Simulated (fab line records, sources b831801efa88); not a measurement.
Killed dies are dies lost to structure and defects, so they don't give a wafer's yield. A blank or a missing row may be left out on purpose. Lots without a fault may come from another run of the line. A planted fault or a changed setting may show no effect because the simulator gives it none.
Tool commonality check | flow sky130 | 11 lots, 33 wafers sampled

WHY IT WAS OPENED
At SKY_SD_P_TW_MEAS_11 the reading SD_P_TW is flagged on 2 of 11 lots. Wafers without a fault read 2839, standard deviation 22.
Rule: a lot is flagged when every wafer of it that has a number lies more than 4 standard deviations from that mean, or none has a number. The other lots count as sound.

lot  | measured     | on            | SD_P_TW, wafer by wafer | flag
L857 | day 25 11:41 | film_metro-04 | 2830 2822 2824          |
L858 | day 25 21:40 | film_metro-03 | 2863 2842 2845          |
L859 | day 26 16:42 | film_metro-02 | 2833 2850 2858          |
L861 | day 27 05:52 | film_metro-03 | 2857 2856 2877          |
L862 | day 27 14:12 | film_metro-03 | 2859 2871 2863          |
L864 | day 27 23:13 | film_metro-04 | 2833 2819 2831          |
L866 | day 29 02:19 | film_metro-04 | 2828 2842 2833          |
L875 | day 32 01:12 | film_metro-03 | 2490 2491 2485          | FLAGGED
L877 | day 32 09:21 | film_metro-02 | 2537 2535 2528          | FLAGGED
L878 | day 33 04:10 | film_metro-04 | 2803 2803 2814          |
L880 | day 33 19:09 | film_metro-03 | 2816 2788 2819          |
The numbers of the flagged lots are 2511 on average: -328 against the usual, or -15 standard deviations.

WHICH TOOL RAN EACH LOT
The record holds 3 process steps before the reading, out of a route of 708 steps. In each cell: the tool, then ch and the chambers that the sampled wafers went through, then the start.
lot  | flag    | SKY_LDD_HVP_STRIP_09                 | SKY_SD_P_IMPLANT_09             | SKY_SD_P_STRIP_10
L857 |         | plasma_asher-03 ch 0,1, day 21 15:24 | implanter-04 ch 0, day 25 11:28 | plasma_asher-03 ch 0,1, day 25 11:35
L858 |         | plasma_asher-04 ch 0,1, day 22 00:30 | implanter-04 ch 0, day 25 21:28 | plasma_asher-03 ch 0,1, day 25 21:34
L859 |         | plasma_asher-04 ch 0,1, day 22 20:08 | implanter-03 ch 0, day 26 16:27 | plasma_asher-01 ch 0, day 26 16:36
L861 |         | plasma_asher-01 ch 0,1, day 23 11:22 | implanter-04 ch 0, day 27 05:38 | plasma_asher-02 ch 0,1, day 27 05:46
L862 |         | plasma_asher-01 ch 0,1, day 23 19:41 | implanter-02 ch 0, day 27 13:57 | plasma_asher-02 ch 0,1, day 27 14:06
L864 |         | plasma_asher-03 ch 0,1, day 24 03:27 | implanter-04 ch 0, day 27 23:00 | plasma_asher-03 ch 0,1, day 27 23:08
L866 |         | plasma_asher-03 ch 0,1, day 25 07:23 | implanter-04 ch 0, day 29 02:04 | plasma_asher-01 ch 0,1, day 29 02:13
L875 | FLAGGED | plasma_asher-03 ch 0,1, day 28 10:34 | implanter-04 ch 0, day 32 00:57 | plasma_asher-02 ch 0,1, day 32 01:06
L877 | FLAGGED | plasma_asher-03 ch 0,1, day 28 19:11 | implanter-04 ch 0, day 32 09:06 | plasma_asher-02 ch 0,1, day 32 09:15
L878 |         | plasma_asher-03 ch 0,1, day 29 14:04 | implanter-03 ch 0, day 33 03:55 | plasma_asher-03 ch 0,1, day 33 04:04
L880 |         | plasma_asher-03 ch 0,1, day 30 05:16 | implanter-03 ch 0, day 33 18:54 | plasma_asher-02 ch 0,1, day 33 19:03
What these steps do:
- SKY_LDD_HVP_STRIP_09: strips in O2/N2.
- SKY_SD_P_IMPLANT_09
- SKY_SD_P_STRIP_10: strips in O2/N2.
- SKY_SD_P_TW_MEAS_11

FLAGGED OVER TOTAL, TOOL BY TOOL (the gauges that took the reading come last)
step                 | tool            | lots run | flagged | share of the flagged lots | sound lots run after its first flagged lot
SKY_LDD_HVP_STRIP_09 | plasma_asher-01 | 2        | 0       | none                      | -
SKY_LDD_HVP_STRIP_09 | plasma_asher-03 | 7        | 2       | all                       | 2 (L878,L880)
SKY_LDD_HVP_STRIP_09 | plasma_asher-04 | 2        | 0       | none                      | -
SKY_SD_P_IMPLANT_09  | implanter-02    | 1        | 0       | none                      | -
SKY_SD_P_IMPLANT_09  | implanter-03    | 3        | 0       | none                      | -
SKY_SD_P_IMPLANT_09  | implanter-04    | 7        | 2       | all                       | 0
SKY_SD_P_STRIP_10    | plasma_asher-01 | 2        | 0       | none                      | -
SKY_SD_P_STRIP_10    | plasma_asher-02 | 5        | 2       | all                       | 1 (L880)
SKY_SD_P_STRIP_10    | plasma_asher-03 | 4        | 0       | none                      | -
SKY_SD_P_TW_MEAS_11  | film_metro-02   | 2        | 1       | some                      | 0
SKY_SD_P_TW_MEAS_11  | film_metro-03   | 5        | 1       | some                      | 1 (L880)
SKY_SD_P_TW_MEAS_11  | film_metro-04   | 4        | 0       | none                      | -

WHAT THE TABLE ALLOWS
3 rows of the table ran every flagged lot: plasma_asher-03 at SKY_LDD_HVP_STRIP_09, implanter-04 at SKY_SD_P_IMPLANT_09, plasma_asher-02 at SKY_SD_P_STRIP_10.
- plasma_asher-03 at SKY_LDD_HVP_STRIP_09: 2 of its 7 lots flagged. Sound lots ran on it after the first flagged one (L878, L880), which a lasting fault on the whole tool wouldn't allow.
- implanter-04 at SKY_SD_P_IMPLANT_09: 2 of its 7 lots flagged. Its last sound lot is L866 (day 29 02:04), its first flagged lot L875 (day 32 00:57): a fault that began between those two fits. Its own readings lie more than 4 standard deviations out on every wafer of the flagged lots: beam_energy_keV.
- plasma_asher-02 at SKY_SD_P_STRIP_10: 2 of its 5 lots flagged. Sound lots ran on it after the first flagged one (L880), which a lasting fault on the whole tool wouldn't allow. Its own readings lie more than 4 standard deviations out on every wafer of the flagged lots: oes_product_au, strip_time_to_endpoint_s.
One tool is left: implanter-04 at SKY_SD_P_IMPLANT_09.

WHAT THE SIMULATOR HAD PUT IN
Process parameter drift: implanter-04, from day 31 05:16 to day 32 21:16, at SKY_SD_P_IMPLANT_09. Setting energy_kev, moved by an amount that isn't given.
Lots struck among those shown: L875, L877. The rule above found the same.
